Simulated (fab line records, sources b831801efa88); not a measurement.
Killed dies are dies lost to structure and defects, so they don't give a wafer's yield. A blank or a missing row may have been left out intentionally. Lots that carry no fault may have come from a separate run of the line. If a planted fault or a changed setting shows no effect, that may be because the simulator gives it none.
Which tool was responsible?	flow sky130	30 wafers from 10 lots sampled at 2 of the route's 708 steps

== WHAT EACH GAUGE READ, for each wafer ==
SKY_SONOS_ONO_THK_MEAS_01.
lot	measured	on	SONOS_ONO_OXIDATION_THK (nm)
L675	day 12 07:09	filmMetro-02	2.57 2.52 2.58
L674	day 12 10:01	filmMetro-03	2.64 2.56 2.67
L676	day 12 12:32	filmMetro-01	2.55 2.58 2.57
L678	day 12 23:47	filmMetro-03	2.52 2.52 2.60
L680	day 13 12:28	filmMetro-03	2.52 2.55 2.53
L684	day 15 01:07	filmMetro-01	2.67 2.59 2.66
L686	day 15 12:14	filmMetro-01	2.61 2.59 2.63
L694	day 18 11:44	filmMetro-02	2.87 2.79 2.82 2.82 2.84 2.87
L695	day 19 05:35	filmMetro-02	2.87 2.96 2.83 2.92 2.83 2.86
L696	day 19 05:34	filmMetro-03	2.79 2.81 2.84 2.78 2.80 2.86

== WHICH TOOL RAN EACH LOT (tool, then ch and the chambers of the sampled wafers, then the start) ==
lot	SKY_SONOS_ONO_OXIDATION_00
L675	furnace-02 ch 0, day 12 05:47
L674	furnace-02 ch 0, day 12 08:39
L676	furnace-02 ch 0, day 12 11:10
L678	furnace-01 ch 0, day 12 22:26
L680	furnace-02 ch 0, day 13 11:07
L684	furnace-02 ch 0, day 14 23:46
L686	furnace-02 ch 0, day 15 10:53
L694	furnace-02 ch 0, day 18 10:22
L695	furnace-02 ch 0, day 19 04:13
L696	furnace-02 ch 0, day 19 04:13
- SKY_SONOS_ONO_OXIDATION_00: stabilise 600 s, purge 300 s, target thk 2.6 nm.

== THE ANSWER, worked out from the rows above alone ==
Rule: the lots themselves supply what counts as usual. The widest of any qualifying gaps counts: lots, ordered by their means at a reading, are off when they make up no more than a third of the lots, leave a main group of 4 or more, and stand apart from it by 3 or more times the standard deviation of that group's means. Not used: any main group whose means are identical at the precision the tables above print for the reading. A lot without any number at a reading at which 4 lots or more have one is off too. All remaining lots with rows at the step are treated as sound.
Off: L694, L695, L696, at SKY_SONOS_ONO_THK_MEAS_01 (SONOS_ONO_OXIDATION_THK). Main group: mean 2.58 nm, sd 0.038.
A tool fits if, at a process step before that reading, it ran every lot that is off, and no sound lot after the first of them. The gauges at SKY_SONOS_ONO_THK_MEAS_01 are tried like those tools. One fits: SKY_SONOS_ONO_OXIDATION_00 on furnace-02. A fault onset in the window from L686 (day 15 10:53, its last sound lot) to L694 (day 18 10:22, its first lot off) fits.

== WHAT HAD BEEN PUT IN BY THE SIMULATOR ==
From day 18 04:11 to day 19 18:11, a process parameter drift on furnace-02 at SKY_SONOS_ONO_OXIDATION_00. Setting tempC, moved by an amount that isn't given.
Shown lots that were struck: L694, L696, L695. The rule above found the same.
